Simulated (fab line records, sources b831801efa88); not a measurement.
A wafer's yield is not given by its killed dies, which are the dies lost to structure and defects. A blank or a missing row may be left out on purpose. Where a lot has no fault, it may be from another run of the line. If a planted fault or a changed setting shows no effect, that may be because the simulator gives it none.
Chamber matching | flow gf180mcu | cmp-01 running GF_V3_CMP_26: 4 sister chambers
The step polishes, stops on SiO2, t overpolish 15 s, target thk 0 nm. 16 wafers are shown with their chamber, then 8 later ones without.

## WAFERS, EACH WITH ITS CHAMBER
wafer  | chamber | overpolish-run-s (s) | motor-current-A (A) | time-to-endpoint-s (s)
L392.3 | 3       | 15.014               | 11.9                | 93
L392.4 | 0       | 14.995               | 10.8                | 86
L392.6 | 0       | 14.996               | 11.0                | 87
L393.1 | 0       | 14.994               | 10.5                | 86
L393.3 | 3       | 14.995               | 11.0                | 86
L393.5 | 2       | 15.006               | 11.1                | 86
L398.1 | 0       | 14.994               | 10.5                | 84
L398.2 | 3       | 15.001               | 12.0                | 84
L398.6 | 0       | 14.990               | 10.2                | 85
L400.2 | 2       | 15.002               | 11.4                | 84
L400.5 | 1       | 15.016               | 11.3                | 85
L400.6 | 0       | 14.990               | 10.2                | 83
L405.2 | 1       | 15.016               | 11.0                | 88
L405.3 | 2       | 14.990               | 11.2                | 84
L405.5 | 0       | 15.007               | 11.0                | 82
L406.2 | 0       | 14.992               | 10.8                | 84

SIGNATURES (averages over the wafers above)
reading            | chamber 0 | chamber 1 | chamber 2 | chamber 3 | scatter within a chamber
overpolish-run-s   | 14.99475  | 15.01600  | 14.99933  | 15.00333  | 0.00666
motor-current-A    | 10.625    | 11.150    | 11.233    | 11.633    | 0.346
time-to-endpoint-s | 84.62     | 86.50     | 84.67     | 87.67     | 2.44
Rule: for a wafer and a chamber, the distance is found by dividing, reading by reading, the gap between the wafer's reading and the chamber's mean by the reading's scatter, squaring, summing and taking the root. The wafer belongs to the nearest chamber; if the next one is less than 2 further off, it can't be placed. The scatter: take each reading less its chamber's mean, square it, sum over the shown wafers, divide by the number of wafers less the number of chambers, and take the root.

## WAFERS WHOSE CHAMBER IS MISSING
wafer  | overpolish-run-s (s) | motor-current-A (A) | time-to-endpoint-s (s)
L406.5 | 14.993               | 11.3                | 83
L406.6 | 14.992               | 12.1                | 86
L411.1 | 15.010               | 10.4                | 88
L411.4 | 14.991               | 11.4                | 89
L411.6 | 15.015               | 11.3                | 89
L414.2 | 15.008               | 12.2                | 89
L414.3 | 14.991               | 10.6                | 88
L414.6 | 14.975               | 11.5                | 85

## EACH ONE'S CHAMBER
wafer  | from the rows above               | in truth
L406.5 | can't be placed: 2 or 0 or 3      | 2
L406.6 | can't be placed: 3 or 2           | 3
L411.1 | can't be placed: 1 or 0 or 2 or 3 | 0
L411.4 | can't be placed: 3 or 2 or 0 or 1 | 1
L411.6 | can't be placed: 1 or 3 or 2      | 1
L414.2 | can't be placed: 3 or 1 or 2      | 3
L414.3 | can't be placed: 0 or 2           | 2
L414.6 | can't be placed: 2 or 0 or 3      | 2
0 of 8 placed correctly. Not placeable from these rows: 8 (in 8, the candidates include the true chamber). 0 placed wrongly.
